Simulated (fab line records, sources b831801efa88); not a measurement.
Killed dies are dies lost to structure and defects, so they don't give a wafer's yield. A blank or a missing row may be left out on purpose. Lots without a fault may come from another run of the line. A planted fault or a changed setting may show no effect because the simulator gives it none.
Chamber matching | flow gf180mcu | GF_V2_CVD_02 on pecvd-01: 3 sister chambers
The step deposits SiO2 from TEOS, target thk 850 nm, time 94.851 s. 24 wafers are shown with their chamber, then 12 later ones without.

WAFERS WITH THEIR CHAMBER
wafer  | chamber | heater_power_w (W)
L077.2 | 1       | 633
L077.4 | 1       | 677
L077.5 | 1       | 714
L078.1 | 2       | 849
L078.5 | 0       | 588
L078.6 | 2       | 672
L079.2 | 1       | 591
L079.3 | 2       | 857
L079.5 | 0       | 715
L082.1 | 2       | 756
L082.5 | 0       | 742
L082.6 | 2       | 813
L085.1 | 2       | 776
L085.2 | 0       | 757
L085.3 | 1       | 619
L085.4 | 1       | 679
L085.5 | 2       | 812
L085.6 | 0       | 616
L086.2 | 0       | 713
L086.4 | 1       | 694
L086.5 | 0       | 746
L087.2 | 0       | 735
L087.3 | 2       | 854
L087.4 | 2       | 868

SIGNATURES (means of the wafers above)
reading        | chamber 0 | chamber 1 | chamber 2 | scatter within a chamber
heater_power_w | 701.50    | 658.14    | 806.33    | 58.7
Rule: a wafer's distance from a chamber is the root of the sum, over the readings, of the square of ((its reading less the chamber's mean) divided by the reading's scatter). The wafer belongs to the nearest chamber; if the next one is less than 2 further off, it can't be placed. The scatter: the root of (the sum of the squares of (reading less its chamber's mean) over the shown wafers, divided by (wafers less chambers)).

WAFERS WITHOUT THEIR CHAMBER
wafer  | heater_power_w (W)
L089.1 | 843
L089.4 | 717
L089.6 | 768
L091.1 | 837
L091.4 | 883
L091.5 | 683
L093.2 | 619
L093.4 | 694
L093.5 | 778
L097.4 | 782
L097.5 | 700
L097.6 | 744

WHICH CHAMBER EACH WENT THROUGH
wafer  | from the rows above          | in truth
L089.1 | can't be placed: 2 or 0      | 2
L089.4 | can't be placed: 0 or 1 or 2 | 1
L089.6 | can't be placed: 2 or 0 or 1 | 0
L091.1 | can't be placed: 2 or 0      | 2
L091.4 | can't be placed: 2 or 0      | 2
L091.5 | can't be placed: 0 or 1 or 2 | 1
L093.2 | can't be placed: 1 or 0      | 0
L093.4 | can't be placed: 0 or 1 or 2 | 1
L093.5 | can't be placed: 2 or 0 or 1 | 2
L097.4 | can't be placed: 2 or 0 or 1 | 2
L097.5 | can't be placed: 0 or 1 or 2 | 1
L097.6 | can't be placed: 0 or 2 or 1 | 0
Placed correctly: 0 of 12. Can't be placed from these rows: 12 (the true chamber is among the candidates in 12). Placed wrongly: 0.
